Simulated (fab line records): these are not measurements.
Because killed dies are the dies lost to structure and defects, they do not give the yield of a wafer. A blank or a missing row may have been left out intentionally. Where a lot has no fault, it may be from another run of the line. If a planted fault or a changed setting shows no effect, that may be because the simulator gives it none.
A struck lot beside a sound one / flow sky130 / 17 out of 708 route steps
Sound: the wafers L199.1, L199.3, L199.6. Wafers struck: L206.1, L206.5, L206.6. Last of all comes the cause.
Per side, at each step with rows, come the tool, then ch with its chambers, and then its first start. Under that, the readings that differ: sound wafers / struck wafers / difference of the means / sigmas: that difference in standard deviations of wafers without a fault.
alike: words and numbers the same on both sides, and readings whose means are apart by under 2 such deviations; not compared: readings that were withheld, readings missing a value for some wafer, numbers with overlapping values and no deviation given by the record, and bounds like >300 which may hide the same value.
Wherever a step has rows on one side only, a row that says differs or no value, or a row with sigmas, the two part there. When numbers do not overlap yet have no deviation, they are printed without sigmas and do not part them. Lack of a reading on every wafer of one side parts them only where that side has two or more wafers.

first, 1 step without rows for these wafers: SKY_VT_ADJUST_LVTN_IMPLANT_19.
SKY_VT_ADJUST_LVTN_STRIP_20: strips in O2/N2.
  sound on plasmaAsher-01 ch 0, day 7 21:40; struck on plasmaAsher-02 ch 0,1, day 10 11:37
reading=stripTimeToEndpointS (s); sound=14.28 14.23 14.24; struck=14.13 14.12 14.12; difference=-0.13; sigmas=-3
  alike: drypumpMotorCurrentA, oesProductAu
  not compared: rfHoursCounterH
SKY_VT_ADJUST_LVTN_TW_MEAS_21:
  struck on filmMetro-03, day 10 11:43; sound on filmMetro-04, day 7 21:46
reading=VT_ADJUST_LVTN_2_TW; sound=189.9 190.3 190.1; struck=184.9 184.9 184.7; difference=-5.3; sigmas=-3
then, 7 steps without rows for these wafers: SKY_VT_ADJUST_NCORE_DEHYDRATE_00 (time 60 s); SKY_VT_ADJUST_NCORE_HMDS_01 (prime time 60 s); SKY_VT_ADJUST_NCORE_COAT_02 (resist thk 1140 nm); SKY_VT_ADJUST_NCORE_SOFTBAKE_03 (time 60 s); SKY_VT_ADJUST_NCORE_EXPOSE_04 (exposes mask LVTN COMPLEMENT THIN, target cd 380 nm); SKY_VT_ADJUST_NCORE_PEB_05; SKY_VT_ADJUST_NCORE_DEVELOP_06 (develop time 60 s).
SKY_VT_ADJUST_NCORE_CD_MEAS_07 targets a cd of 380 nm.
  struck on cdSem-02, day 11 10:02; sound on cdSem-02, day 8 17:15
reading=cdNm (nm); sound=382.0 381.7 380.2; struck=374.4 376.3 375.2; difference=-6.0; sigmas=-2
SKY_VT_ADJUST_NCORE_OVL_MEAS_08:
  struck on overlay-01, day 11 10:09; sound on overlay-02, day 8 17:22
reading=VT_ADJUST_NCORE_OVL (nm); sound=2.2 1.0 1.0; struck=-2.5 -2.1 -3.1; difference=-4.0; sigmas=-3
SKY_VT_ADJUST_NCORE_IMPLANT_09:
  sound on implanter-02 ch 0, day 8 17:24; struck on implanter-04 ch 0, day 11 10:11
reading=doseIonsCm2; sound=2.4005e+12 2.4028e+12 2.4027e+12; struck=2.416e+11 2.395e+11 2.406e+11; difference=-2.161e+12; sigmas=-99 or more
reading=faradayCurrentUA; sound=13.79 13.45 13.89; struck=1.39 1.38 1.34; difference=-12.34; sigmas=-47
SKY_VT_ADJUST_NCORE_STRIP_10: strips in O2/N2.
  sound on plasmaAsher-04 ch 0,1, day 8 17:33; struck on plasmaAsher-01 ch 0,1, day 11 10:20
  alike: drypumpMotorCurrentA, oesProductAu, stripTimeToEndpointS
  not compared: rfHoursCounterH
SKY_VT_ADJUST_NCORE_TW_MEAS_11:
  struck on filmMetro-03, day 11 10:26; sound on filmMetro-02, day 8 17:39
reading=VT_ADJUST_NCORE_TW; sound=218.0 217.6 218.4; struck=117.0 118.5 117.9; difference=-100.2; sigmas=-53
then, 1 step without rows for these wafers: SKY_VT_ADJUST_HVTR_DEHYDRATE_00 (time 60 s).
-- the record jumps here: 37 days lie between the struck wafers' starts before and after (it left off in module VT_ADJUST_HVTR and takes up again in module PAD_OPEN, whose first step shown is number 708 of the route) --
SKY_PAD_OPEN_PROBE_99:
  struck on prober-02, day 48 08:05; sound on prober-02, day 45 21:45
reading=model.etest.nfet_16v.rOnOhmUm; sound=1.441e+04 1.438e+04 1.443e+04; struck=1.102e+04 1.105e+04 1.12e+04; difference=-3.317e+03; sigmas=
reading=model.etest.pfet_16v.rOnOhmUm; sound=1.588e+04 1.564e+04 1.56e+04; struck=1.775e+04 1.764e+04 1.814e+04; difference=+2.137e+03; sigmas=
reading=model.etest.pfetG5v0d10v5.rOnOhmUm; sound=4868 4876 4861; struck=5795 5855 5796; difference=+947; sigmas=
reading=model.etest.tipP.rsOhmSq; sound=6862 6893 6892; struck=7335 7383 7377; difference=+483; sigmas=
reading=model.etest.pfet_01v8.rOnOhmUm; sound=2870 2842 2877; struck=3210 3184 3235; difference=+347; sigmas=
reading=model.etest.resPwellUnderGate.rsOhmSq; sound=2301 2314 2297; struck=2594 2578 2601; difference=+287; sigmas=
reading=model.etest.nfetG5v0d10v5.rOnOhmUm; sound=1911 1904 1902; struck=1591 1612 1610; difference=-301; sigmas=
reading=model.etest.tip_p_5v.rsOhmSq; sound=2872 2889 2885; struck=3082 3060 3048; difference=+181; sigmas=
  alike: killed_at_M0_to_M3, killed_at_M4_up, killedAtContacts, killedAtFrontEnd, killedAtOther, killedDies, killedOpen, killedShort

## WHERE THEY PART
Earliest at SKY_VT_ADJUST_LVTN_STRIP_20; latest, in this record, at SKY_VT_ADJUST_NCORE_TW_MEAS_11. Later steps at which nothing parts them and some readings are alike: SKY_PAD_OPEN_PROBE_99.

WHY: the cause the simulator had injected
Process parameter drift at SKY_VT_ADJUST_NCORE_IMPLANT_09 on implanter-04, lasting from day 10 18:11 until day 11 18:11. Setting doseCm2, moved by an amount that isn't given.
